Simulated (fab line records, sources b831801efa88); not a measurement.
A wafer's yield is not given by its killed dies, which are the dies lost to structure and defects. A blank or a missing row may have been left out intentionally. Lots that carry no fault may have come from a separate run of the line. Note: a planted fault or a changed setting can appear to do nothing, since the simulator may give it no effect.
Commonality check across tools | flow gf180mcu | 13 lots, 39 wafers sampled

== WHY IT WAS OPENED ==
At GF_CONTACT_THK_MEAS_01 the reading CONTACT_CVD_00_THK is flagged on 3 of 13 lots. No-fault wafers: 300 nm, standard deviation 3.4.
Rule: a lot gets a flag if all its wafers with a number sit over 4 standard deviations from that mean, or if no wafer of it has a number. The other lots count as sound.

lot  | measured     | on            | CONTACT_CVD_00_THK (nm), wafer by wafer | flag
L644 | day 15 14:44 | film-metro-04 | 305 306 304                             |
L645 | day 15 21:10 | film-metro-02 | 292 303 299                             |
L647 | day 16 16:40 | film-metro-01 | 298 298 301                             |
L646 | day 16 21:31 | film-metro-04 | 300 302 301                             |
L650 | day 17 22:53 | film-metro-01 | 301 300 306                             |
L651 | day 18 01:49 | film-metro-01 | 253 259 255                             | FLAGGED
L652 | day 18 15:52 | film-metro-01 | 255 254 260                             | FLAGGED
L653 | day 19 01:20 | film-metro-04 | 255 256 255                             | FLAGGED
L661 | day 21 14:58 | film-metro-02 | 301 299 292                             |
L662 | day 22 05:26 | film-metro-02 | 298 301 296                             |
L663 | day 22 09:49 | film-metro-01 | 295 299 294                             |
L664 | day 22 17:59 | film-metro-01 | 298 295 297                             |
L665 | day 23 00:49 | film-metro-01 | 295 300 299                             |
The mean of the flagged lots' numbers is 256 nm, -44 nm from the usual (-13 standard deviations).

== EACH LOT AND THE TOOL IT RAN ON ==
The record holds 1 process step before the reading, out of a route of 602 steps. In each cell: the tool, then ch and the chambers that the sampled wafers went through, then the start.
lot  | flag    | GF_CONTACT_CVD_00
L644 |         | hdpcvd-01 ch 1,2, day 15 14:41
L645 |         | hdpcvd-01 ch 0,1,2, day 15 21:07
L647 |         | hdpcvd-02 ch 1, day 16 16:36
L646 |         | hdpcvd-01 ch 0,1,2, day 16 21:28
L650 |         | hdpcvd-02 ch 0,2, day 17 22:51
L651 | FLAGGED | hdpcvd-01 ch 0,1, day 18 01:46
L652 | FLAGGED | hdpcvd-01 ch 0,1,2, day 18 15:49
L653 | FLAGGED | hdpcvd-01 ch 0,1,2, day 19 01:17
L661 |         | hdpcvd-02 ch 0,1, day 21 14:55
L662 |         | hdpcvd-02 ch 0,2, day 22 05:23
L663 |         | hdpcvd-01 ch 1,2, day 22 09:46
L664 |         | hdpcvd-01 ch 0,1,2, day 22 17:55
L665 |         | hdpcvd-01 ch 0,1,2, day 23 00:47
What is done by these steps:
- GF_CONTACT_CVD_00: deposits SiO2, target thk 300 nm, time 50 s.
- GF_CONTACT_THK_MEAS_01

== FLAGGED AGAINST TOTAL, ONE TOOL AT A TIME (gauges that did the reading follow at the end) ==
step                   | tool          | lots run | flagged | share of the flagged lots | sound lots run after its first flagged lot
GF_CONTACT_CVD_00      | hdpcvd-01     | 9        | 3       | all                       | 3 (L663,L664,L665)
GF_CONTACT_CVD_00      | hdpcvd-02     | 4        | 0       | none                      | -
GF_CONTACT_THK_MEAS_01 | film-metro-01 | 7        | 2       | some                      | 3 (L663,L664,L665)
GF_CONTACT_THK_MEAS_01 | film-metro-02 | 3        | 0       | none                      | -
GF_CONTACT_THK_MEAS_01 | film-metro-04 | 3        | 1       | some                      | 0

== WHAT IS ALLOWED BY THE TABLE ==
In the table, 1 row covers all flagged lots: hdpcvd-01 at GF_CONTACT_CVD_00.
- hdpcvd-01 at GF_CONTACT_CVD_00 ran 9 lots, 3 of them flagged. Lots that were sound ran on it after the first flagged one (L663, L664, L665); a persistent fault on the entire tool would not allow that. Its own readings lie more than 4 standard deviations out on every wafer of the flagged lots: sih4-flow-sccm.
There is no row in the table that ran each flagged lot and no sound lot after the first.

== WHAT HAD BEEN PUT IN BY THE SIMULATOR ==
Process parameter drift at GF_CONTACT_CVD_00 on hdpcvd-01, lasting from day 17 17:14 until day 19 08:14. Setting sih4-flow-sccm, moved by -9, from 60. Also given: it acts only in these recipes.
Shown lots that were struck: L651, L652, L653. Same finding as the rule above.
